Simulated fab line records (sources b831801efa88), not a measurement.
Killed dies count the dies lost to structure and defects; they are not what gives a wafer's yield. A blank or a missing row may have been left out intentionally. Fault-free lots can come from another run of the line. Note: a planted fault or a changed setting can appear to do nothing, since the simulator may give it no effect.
Comparing a struck lot with a sound one -- flow sky130 -- 17 out of 708 route steps
Sound: these wafers, L190.2, L190.5, L190.6. Struck: wafers L200.2, L200.6. (L200.5 of the same lot was not struck and is left out.) The cause comes at the end.
For every step that has rows: the tool of each side, followed by ch and its chambers, followed by its first start. Under that, the readings that differ: sound wafers -- struck wafers -- difference of the means -- sigmas: that difference in standard deviations of wafers without a fault.
alike: words and numbers the same on both sides, and readings whose means are apart by under 2 such deviations; not compared: readings that were withheld, readings missing a value for some wafer, numbers with overlapping values and no deviation given by the record, and bounds like >300 which may hide the same value.
The two part at a step that has a row with sigmas, a row that says differs or no value, or rows on one side only. When numbers do not overlap yet have no deviation, they are printed without sigmas and do not part them. A reading missing from all wafers of one side parts the sides only when that side holds two or more wafers.

first, 9 steps without rows for these wafers: SKY_CAPM_CLEAN_17 (cleans in O3/DIW); SKY_METAL3_DEHYDRATE_05 (time 60 s); SKY_METAL3_HMDS_06 (prime time 60 s); SKY_METAL3_COAT_07 (resist thk 60 nm); SKY_METAL3_COAT_08 (resist thk 1140 nm); SKY_METAL3_SOFTBAKE_09 (time 90 s); SKY_METAL3_EXPOSE_10 (exposes mask MM3, target cd 300 nm); SKY_METAL3_PEB_11; SKY_METAL3_DEVELOP_12 (develop time 60 s).
SKY_METAL3_CD_MEAS_13 targets a cd of 300 nm.
  sound on cd_sem-01 at day 38 08:34; struck on cd_sem-01 at day 41 07:24
reading,sound,struck,difference,sigmas
cd_nm (nm),298.3 296.7 298.0,300.5 299.8,+2.5,+2
SKY_METAL3_OVL_MEAS_14:
  sound on overlay-02 at day 38 08:41; struck on overlay-02 at day 41 07:31
  alike: METAL3_OVL
SKY_METAL3_DESCUM_15: chemistry O2, time 8 s.
  sound on rie_metal-02 ch 0,1, day 38 08:43; struck on rie_metal-03 ch 0, day 41 07:32
  alike: drypump_motor_current_A, oes_product_au
  not compared: rf_hours_counter_h
SKY_METAL3_ETCH_16: etches BARC in N2/H2, stops on SiO2, time 88.2 s, target depth 60 nm.
  sound on rie_metal-02 ch 0,1, day 38 08:44; struck on rie_metal-03 ch 0, day 41 07:34
reading,sound,struck,difference,sigmas
model.KrF-thick_of_METAL3_COAT_08.thk_nm (nm),1078 1080 1073,1092 1091,+14,
model.METAL3.cd_nm (nm),297.7 297.4 296.2,305.5 305.9,+8.6,
  alike: drypump_motor_current_A, oes_product_au, throttle_valve_pct
  not compared: rf_hours_counter_h
SKY_METAL3_ETCH_17: etches SiO2 in C4F8/O2/Ar, stops on TiN, time 3.9 s, target depth 15 nm.
  sound on rie_diel-04 ch 1,2,3, day 38 08:50; struck on rie_diel-01 ch 2,3, day 41 07:40
reading,sound,struck,difference,sigmas
model.METAL3.cd_nm (nm),297.7 297.5 296.1,305.4 305.9,+8.5,
  alike: oes_product_au
  not compared: rf_hours_counter_h
SKY_METAL3_METAL_ETCH_18: etches the open film in Cl2/BCl3, stops on SiO2, target depth 845 nm, time 183.1 s.
  sound on rie_metal-03 ch 0,1, day 38 08:52; struck on rie_metal-04 ch 0, day 41 07:41
reading,sound,struck,difference,sigmas
model.KrF-thick_of_METAL3_COAT_08.thk_nm (nm),536.1 539.4 535.9,540.1 542.5,+4.2,
  alike: bcl3_flow_sccm, drypump_motor_current_A, oes_product_au, throttle_valve_pct
  not compared: rf_hours_counter_h
SKY_METAL3_STRIP_19: strips in O2/N2.
  sound on plasma_asher-02 ch 0,1, day 38 09:02; struck on plasma_asher-04 ch 0,1, day 41 07:52
  alike: drypump_motor_current_A, oes_product_au, strip_time_to_endpoint_s
  not compared: rf_hours_counter_h
-- the record jumps here: 7 days lie between the struck wafers' starts before and after (it left off in module METAL3 and takes up again in module PAD_OPEN, whose first step shown is number 708 of the route) --
SKY_PAD_OPEN_PROBE_99:
  sound on prober-02 at day 45 16:40; struck on prober-01 at day 48 01:29
  alike: defect_limited_yield, killed_at_M0_to_M3, killed_at_M4_up, killed_at_contacts, killed_at_front_end, killed_at_other, killed_dies, killed_open, killed_short, sort_bin_3_pad_short, sort_bin_5_function, sort_bin_6_memory, sort_n_pass, sort_yield_pct

WHERE THEY PART
At SKY_METAL3_CD_MEAS_13 and nowhere else, as far as this record goes. Later steps at which nothing parts them and some readings are alike: SKY_METAL3_OVL_MEAS_14, SKY_METAL3_DESCUM_15, SKY_METAL3_ETCH_16, SKY_METAL3_ETCH_17, SKY_METAL3_METAL_ETCH_18, SKY_METAL3_STRIP_19, SKY_PAD_OPEN_PROBE_99.

WHY: whatever the simulator had introduced
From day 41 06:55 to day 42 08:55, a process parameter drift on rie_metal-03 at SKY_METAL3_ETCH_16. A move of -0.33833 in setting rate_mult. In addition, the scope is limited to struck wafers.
